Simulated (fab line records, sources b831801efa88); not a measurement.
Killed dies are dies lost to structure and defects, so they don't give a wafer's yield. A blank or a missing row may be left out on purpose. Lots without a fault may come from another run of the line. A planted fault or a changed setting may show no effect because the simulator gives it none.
Problem report in the 8D (eight disciplines) form, filled by code | flow gf180mcu | the parts of the form that need people (team, actions taken, sign-off) are left out

1. THE PROBLEM
cd_nm at GF_TOP_METAL_CD_MEAS_14 reads a mean of 455.0 nm on 6 wafers of 2 lots; wafers without a fault read 439.8 nm with a standard deviation of 2.2. That is +6.9 standard deviations from the usual mean.
The step: target cd 440 nm.
First seen on wafer L327.1, day 31 23:21, on cd_sem-02. The record holds 36 wafers of 12 lots with a number at this step. Rule for "out", or "out of limits": more than 4 standard deviations from the usual mean. The other wafers with a number count as sound.

2. WHAT IT IS AND WHAT IT IS NOT
question                    | is                     | is not
which readings at this step | cd_nm                  | -
which lots                  | L327, L331             | L316, L317, L318, L319, L320, L323, L325, L326, L335, L338
which wafers of those lots  | all that have a number | -
read on which gauges        | cd_sem-01, cd_sem-02   | -
when                        | from day 31 23:21      | up to then (24 sound wafers); but 6 sound wafers of L335, L338 came after

3. SUSPECTS, AND WHAT RULES EACH OUT
Counting: a tool at a process step up to the reading stays a suspect if it ran every lot that is out and no sound lot after the first of them.
- the gauge at GF_TOP_METAL_CD_MEAS_14: ruled out. The wafers that are out were read on 2 gauges (cd_sem-01, cd_sem-02).
- iline_stepper-01 at GF_TOP_METAL_EXPOSE_11 (exposes mask MetalTop, target cd 440 nm): kept. It ran every lot that is out, first L327 (day 31 15:00), and no sound lot after that; its last sound lot up to then is L326 (day 31 06:43). Its own readings are out on those wafers: exposure_dose_mJ_cm2.
Left after counting: iline_stepper-01 at GF_TOP_METAL_EXPOSE_11.

4. THE CAUSE (what the simulator had put in)
Process parameter drift: iline_stepper-01, from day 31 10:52 on, at GF_TOP_METAL_EXPOSE_11. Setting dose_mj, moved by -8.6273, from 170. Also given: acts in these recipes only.
Counting left only this tool.

5. THE CHAIN OF EFFECTS, in route order
Each row: a reading whose mean over the struck wafers that have a number lies more than 3 standard deviations from the usual. Only readings for which the record gives a usual standard deviation are gone through. hours: the time from each lot's start at the first step in this table that gives one to its start at this step, as a median over the lots. sigmas: the change in usual standard deviations.
hours | step                    | reading              | usual    | on struck wafers | change | sigmas
0     | GF_TOP_METAL_EXPOSE_11  | exposure_dose_mJ_cm2 | 169.98   | 162.19           | -7.79  | -49
8     | GF_TOP_METAL_CD_MEAS_14 | cd_nm                | 439.8 nm | 455.0            | +15.2  | +6.9
The process steps in it:
- GF_TOP_METAL_EXPOSE_11: exposes mask MetalTop, target cd 440 nm.

6. WHAT WOULD HAVE CAUGHT IT SOONER
In this record the first reading out of limits at a measuring or inspecting step was taken at day 31 23:21, 12 hours after the fault began at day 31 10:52.
The tool's own readings at GF_TOP_METAL_EXPOSE_11 were out on every struck wafer that the step has a row for (exposure_dose_mJ_cm2): an alarm limit on them would have fired on the first of those.
Of the lots that are out (2), L331 began GF_TOP_METAL_EXPOSE_11 on iline_stepper-01 after day 31 23:21. A hold on the tool at that time would have spared it.
